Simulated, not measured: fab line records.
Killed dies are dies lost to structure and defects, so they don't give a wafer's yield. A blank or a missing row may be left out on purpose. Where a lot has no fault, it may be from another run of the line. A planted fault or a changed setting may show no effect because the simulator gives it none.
What tool caused it?    flow sky130    7 lots with 21 wafers sampled at 2 steps, on a route of 708 steps

## WHAT THE GAUGES SHOWED, per wafer
SKY_LOCAL_INTERCONNECT_THK_MEAS_02: measures by xrf.
lot   measured      on             LOCAL_INTERCONNECT_TIN_THK (nm)
L828  day 30 16:43  film_metro-04  100.1 98.1 97.5
L830  day 31 11:47  film_metro-01  99.1 99.3 99.8
L831  day 31 18:57  film_metro-04  97.1 97.9 97.8
L834  day 32 11:42  film_metro-03  98.2 97.7 98.2
L836  day 33 01:22  film_metro-04  97.7 99.8 99.0
L837  day 33 12:02  film_metro-04  99.9 98.7 98.1

## TOOL THAT RAN EACH LOT (tool first, then ch and the chambers of the sampled wafers, then the start)
lot   SKY_POLY_CUT_DEVELOP_07
L828  litho_track-03 ch 0, day 25 18:00
L830  litho_track-04 ch 0, day 26 13:00
L831  litho_track-01 ch 0, day 26 21:00
L834  litho_track-04 ch 0, day 27 16:00
L836  litho_track-04 ch 0, day 28 08:00
L837  litho_track-01 ch 0, day 28 19:00
L843  litho_track-01, day 30 14:00
- SKY_POLY_CUT_DEVELOP_07: develop time 60 s.

## THE ANSWER, worked out from the rows above alone
Rule: the usual values come from the lots themselves. Put in order of their means at a reading, lots are off if they are a third of the lots or fewer, leave a main group of 4 or more, and stand apart from it by a gap of 3 or more times the standard deviation of the main group's means; of several such gaps the widest counts. If all means in a main group match to the digits the tables above print for the reading, that group is not used. A lot without any number at a reading at which 4 lots or more have one is off too. The other lots that the step has rows for count as sound.
No lot is off on any of the readings shown, so nothing can be concluded from this.

## WHAT THE SIMULATOR HAD INSERTED
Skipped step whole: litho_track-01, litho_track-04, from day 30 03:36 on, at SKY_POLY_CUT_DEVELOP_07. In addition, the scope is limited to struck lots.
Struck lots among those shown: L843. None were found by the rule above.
